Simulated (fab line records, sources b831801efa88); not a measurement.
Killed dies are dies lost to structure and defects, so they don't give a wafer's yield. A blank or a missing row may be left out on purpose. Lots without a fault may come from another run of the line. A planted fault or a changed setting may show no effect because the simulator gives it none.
Which tool did it? | flow gf180mcu | 11 lots, 33 wafers sampled, at 7 steps of a route of 602

WHAT THE GAUGES READ, wafer by wafer
GF_V3_OVL_MEAS_15.
lot  | measured     | on         | V3_OVL (nm)
L636 | day 22 06:04 | overlay-01 | 4 2 5
L637 | day 22 17:47 | overlay-01 | 7 4 7
L638 | day 23 16:07 | overlay-01 | 4 4 0
L640 | day 24 07:59 | overlay-01 | -1 -2 6
L643 | day 25 09:46 | overlay-02 | -5 1 -7
L644 | day 25 14:07 | overlay-02 | 9 3 11
L646 | day 26 07:47 | overlay-02 | -6 -1 -4
L650 | day 27 07:25 | overlay-01 | -4 -2 -2
L656 | day 29 03:13 | overlay-02 | -11 -8 -10
L657 | day 29 05:34 | overlay-02 | -2 7 -1
L659 | day 29 23:25 | overlay-01 | 7 8 -2

GF_V3_RS_MEAS_24: measures by four-point-probe.
lot  | measured     | on            | V3_W_RS (ohm/sq)
L636 | day 22 07:07 | film_metro-01 | 0.3305 0.3278 0.3264
L637 | day 22 19:08 | film_metro-01 | 0.3265 0.3260 0.3279
L638 | day 23 17:01 | film_metro-02 | 0.3304 0.3233 0.3323
L640 | day 24 09:14 | film_metro-02 | 0.3291 0.3287 0.3290
L643 | day 25 10:41 | film_metro-02 | 0.3275 0.3305 0.3274
L644 | day 25 15:05 | film_metro-02 | 0.3292 0.3314 0.3296
L646 | day 26 08:43 | film_metro-02 | 0.2917 0.2913 0.2899
L650 | day 27 08:24 | film_metro-04 | 0.2910 0.2906 0.2912
L656 | day 29 04:09 | film_metro-01 | 0.3303 0.3256 0.3268
L657 | day 29 06:30 | film_metro-01 | 0.3224 0.3221 0.3251
L659 | day 30 00:22 | film_metro-02 | 0.3331 0.3323 0.3340

GF_V3_THK_MEAS_25: measures by xrf.
lot  | measured     | on            | V3_W_THK (nm)
L636 | day 22 07:12 | film_metro-01 | 340 345 346
L637 | day 22 19:14 | film_metro-01 | 344 346 344
L638 | day 23 17:08 | film_metro-02 | 342 347 341
L640 | day 24 09:22 | film_metro-02 | 343 345 344
L643 | day 25 10:48 | film_metro-02 | 345 341 345
L644 | day 25 15:10 | film_metro-02 | 343 339 343
L646 | day 26 08:49 | film_metro-02 | 384 386 387
L650 | day 27 08:31 | film_metro-04 | 390 393 392
L656 | day 29 04:16 | film_metro-01 | 343 349 346
L657 | day 29 06:37 | film_metro-01 | 351 351 349
L659 | day 30 00:29 | film_metro-02 | 338 338 337

GF_V4_BOW_MEAS_05.
lot  | measured     | on            | V4_BOW (um)
L636 | day 23 14:37 | film_metro-01 | 128 140 134
L637 | day 23 17:52 | film_metro-03 | 138 134 139
L638 | day 24 17:10 | film_metro-03 | 120 117 125
L640 | day 25 08:39 | film_metro-01 | 135 148 147
L643 | day 26 09:16 | film_metro-01 | 139 132 145
L644 | day 26 14:23 | film_metro-03 | 143 135 127
L646 | day 27 07:30 | film_metro-03 | 119 110 107
L650 | day 28 06:41 | film_metro-04 | 136 133 136
L656 | day 30 00:16 | film_metro-03 | 160 154 162
L657 | day 30 03:09 | film_metro-01 | 137 130 129
L659 | day 30 21:16 | film_metro-03 | 128 130 127

WHICH TOOL RAN EACH LOT (tool, then ch and the chambers of the sampled wafers, then the start)
lot  | GF_M3_SPUTTER_02             | GF_V3_CVD_23                  | GF_V3_CMP_26
L636 | pvd_sputter-01, day 20 05:41 | cvd_w-01 ch 0,1, day 22 06:58 | cmp-01 ch 0,1,3, day 22 07:20
L637 | pvd_sputter-02, day 20 17:23 | cvd_w-01 ch 0,1, day 22 19:01 | cmp-02 ch 0,3, day 22 19:26
L638 | pvd_sputter-02, day 21 19:21 | cvd_w-01 ch 0,1, day 23 16:55 | cmp-01 ch 1,2, day 23 17:17
L640 | pvd_sputter-03, day 22 03:15 | cvd_w-01 ch 0,1, day 24 09:08 | cmp-01 ch 0,1, day 24 09:28
L643 | pvd_sputter-01, day 23 13:26 | cvd_w-02 ch 0,1, day 25 10:34 | cmp-01 ch 0,2,3, day 25 10:51
L644 | pvd_sputter-03, day 23 16:46 | cvd_w-02 ch 0,1, day 25 14:56 | cmp-01 ch 1,2,3, day 25 15:21
L646 | pvd_sputter-02, day 24 11:38 | cvd_w-02 ch 0,1, day 26 08:36 | cmp-02 ch 0,3, day 26 09:00
L650 | pvd_sputter-02, day 25 12:08 | cvd_w-02 ch 1, day 27 08:17   | cmp-01 ch 1,2,3, day 27 08:41
L656 | pvd_sputter-01, day 27 09:39 | cvd_w-01 ch 0, day 29 04:01   | cmp-01 ch 1,2,3, day 29 04:22
L657 | pvd_sputter-01, day 27 12:48 | cvd_w-01 ch 0, day 29 06:22   | cmp-01 ch 1,2,3, day 29 06:40
L659 | pvd_sputter-01, day 28 07:26 | cvd_w-01 ch 0,1, day 30 00:14 | cmp-02 ch 0,1,2, day 30 00:35
- GF_M3_SPUTTER_02: material AlCu, target thk 450 nm, time 23.9 s.
- GF_V3_CVD_23: deposits W, target thk 350 nm, time 104.9 s.
- GF_V3_CMP_26: polishes, stops on SiO2, t overpolish 15 s, target thk 0 nm.

WHAT THE TOOLS THEMSELVES READ (means of the sampled wafers that have a number; where no wafer has one, the mark that the record gives instead)
GF_M3_SPUTTER_02.
lot  | tool           | chamber_pressure_pa (Pa) | throttle_valve_pct (%)
L636 | pvd_sputter-01 | 0.3992                   | 29.8
L637 | pvd_sputter-02 | 0.4001                   | 30.0
L638 | pvd_sputter-02 | 0.4004                   | 31.9
L640 | pvd_sputter-03 | 0.3999                   | 30.8
L643 | pvd_sputter-01 | 0.4005                   | 29.8
L644 | pvd_sputter-03 | 0.4003                   | 29.0
L646 | pvd_sputter-02 | 0.4005                   | 29.7
L650 | pvd_sputter-02 | 0.3999                   | 30.3
L656 | pvd_sputter-01 | 0.4001                   | 29.4
L657 | pvd_sputter-01 | 0.4003                   | 29.3
L659 | pvd_sputter-01 | 0.3998                   | 29.7

GF_V3_CVD_23.
lot  | tool     | chamber_pressure_Torr (Torr) | heater_power_w (W)
L636 | cvd_w-01 | 40.08                        | 841
L637 | cvd_w-01 | 39.93                        | 858
L638 | cvd_w-01 | 40.00                        | 842
L640 | cvd_w-01 | 39.95                        | 848
L643 | cvd_w-02 | 40.09                        | 895
L644 | cvd_w-02 | 40.02                        | 906
L646 | cvd_w-02 | 50.43                        | 886
L650 | cvd_w-02 | 50.60                        | 908
L656 | cvd_w-01 | 40.10                        | 834
L657 | cvd_w-01 | 40.11                        | 835
L659 | cvd_w-01 | 40.16                        | 856

GF_V3_CMP_26.
lot  | tool   | motor_current_A (A) | time_to_endpoint_s (s)
L636 | cmp-01 | 11.1                | 82.3
L637 | cmp-02 | 11.4                | 85.0
L638 | cmp-01 | 11.5                | 87.8
L640 | cmp-01 | 10.6                | 84.9
L643 | cmp-01 | 11.3                | 85.5
L644 | cmp-01 | 11.1                | 83.7
L646 | cmp-02 | 11.9                | 95.2
L650 | cmp-01 | 11.4                | 100.3
L656 | cmp-01 | 11.2                | 86.3
L657 | cmp-01 | 11.6                | 85.8
L659 | cmp-02 | 11.5                | 82.7

THE ANSWER, worked out from the rows above alone
Rule: what is usual is taken from the lots themselves. Put in order of their means at a reading, lots are off if they are a third of the lots or fewer, leave a main group of 4 or more, and stand apart from it by a gap of 3 or more times the standard deviation of the main group's means; of several such gaps the widest counts. A main group whose means are all the same, to the digits that the tables above print for the reading, isn't used. A lot without any number at a reading at which 4 lots or more have one is off too. The other lots that the step has rows for count as sound. The gauges are gone through in route order, then the tools' own readings, and for those a lot's mean is taken as printed above. The first step at which some lot is off is used, and at that step the reading that is off furthest; a lot without a number counts as furthest.
Off: L646, L650, at GF_V3_RS_MEAS_24 (V3_W_RS). The main group: mean 0.3283 ohm/sq, standard deviation 0.0025.
A tool fits if, at a process step before that reading, it ran every lot that is off, and no sound lot after the first of them. The gauges at GF_V3_RS_MEAS_24 aren't tried: what is off there is off at GF_V3_CVD_23 too, on other tools, and a gauge's error can't cause that. Can't be told from this: 2 tools fit, pvd_sputter-02 at GF_M3_SPUTTER_02, cvd_w-02 at GF_V3_CVD_23.

WHAT THE SIMULATOR HAD PUT IN
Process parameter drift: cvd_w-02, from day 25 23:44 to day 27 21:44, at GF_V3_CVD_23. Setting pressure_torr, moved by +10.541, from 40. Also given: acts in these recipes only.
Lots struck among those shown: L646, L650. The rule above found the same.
